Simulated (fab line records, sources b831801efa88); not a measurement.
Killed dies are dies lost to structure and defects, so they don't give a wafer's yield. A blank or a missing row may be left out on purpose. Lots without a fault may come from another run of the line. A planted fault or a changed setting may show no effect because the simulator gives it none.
Problem report in the 8D (eight disciplines) form, filled by code | flow gf180mcu | the parts of the form that need people (team, actions taken, sign-off) are left out

1. THE PROBLEM
rf_fwd_power_W at GF_HV_LDD_ETCHBACK_58 reads a mean of 556.0 W on 2 wafers of 2 lots; wafers without a fault read 397.5 W with a standard deviation of 1.4. That is +99 or more standard deviations from the usual mean.
The step: etches Si3N4 in CH3F/O2, stops on SiO2, time 100 s, target depth 90 nm.
First seen on wafer L947.6, day 13 17:23, on rie_diel-04. The record holds 42 wafers of 14 lots with a number at this step. Rule for "out", or "out of limits": more than 4 standard deviations from the usual mean. The other wafers with a number count as sound.

2. WHAT IT IS AND WHAT IT IS NOT
question                    | is                | is not
which readings at this step | rf_fwd_power_W    | drypump_motor_current_A, oes_product_au, throttle_valve_pct
which lots                  | L947, L949        | L944, L945, L948, L950, L951, L958, L960, L961, L962, L964, L965, L966
which wafers of those lots  | L947.6, L949.1    | L947.4, L947.5, L949.4, L949.5
read on which tools         | rie_diel-04       | rie_diel-02, rie_diel-03
when                        | from day 13 17:23 | up to then (8 sound wafers); but 32 sound wafers of L948, L949, L950, L951, L958, L960, L961, L962, L964, L965, L966 came after

3. SUSPECTS, AND WHAT RULES EACH OUT
Counting: a tool at a process step up to the reading stays a suspect if it ran every lot that is out. Sound lots after the first of them don't rule it out here, since some wafers of a struck lot are sound.
- rie_diel-04 at GF_HV_LDD_ETCHBACK_58 (etches Si3N4 in CH3F/O2, stops on SiO2, time 100 s, target depth 90 nm): kept. It ran every lot that is out, first L947 (day 13 17:23); its last sound lot up to then is L945 (day 13 07:18). Its own readings are out on those wafers: rf_fwd_power_W.
- Within rie_diel-04 at GF_HV_LDD_ETCHBACK_58: the wafers that are out ran in chamber 3; their sound lot-mates ran in chambers 0, 1, 2.
Left after counting: rie_diel-04 at GF_HV_LDD_ETCHBACK_58.

4. THE CAUSE (what the simulator had put in)
Process parameter drift: rie_diel-04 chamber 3, from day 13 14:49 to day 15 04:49, at GF_HV_LDD_ETCHBACK_58. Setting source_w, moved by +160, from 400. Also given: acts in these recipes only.
Counting left only this tool.

5. THE CHAIN OF EFFECTS, in route order
Each row: a reading whose mean over the struck wafers that have a number lies more than 3 standard deviations from the usual. Only readings for which the record gives a usual standard deviation are gone through. hours: the time from each lot's start at the first step in this table that gives one to its start at this step, as a median over the lots. sigmas: the change in usual standard deviations.
hours | step                  | reading        | usual   | on struck wafers | change | sigmas
0     | GF_HV_LDD_ETCHBACK_58 | rf_fwd_power_W | 397.5 W | 556.0            | +158.5 | +99 or more
The process steps in it:
- GF_HV_LDD_ETCHBACK_58: etches Si3N4 in CH3F/O2, stops on SiO2, time 100 s, target depth 90 nm.
Later measuring or inspecting steps at which every struck wafer that the step has a row for has a number for every such reading, and none has moved that far: GF_SALICIDE_RS_MEAS_04.

6. WHAT WOULD HAVE CAUGHT IT SOONER
In this record the first reading out of limits was taken at day 13 17:23, 3 hours after the fault began at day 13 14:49.
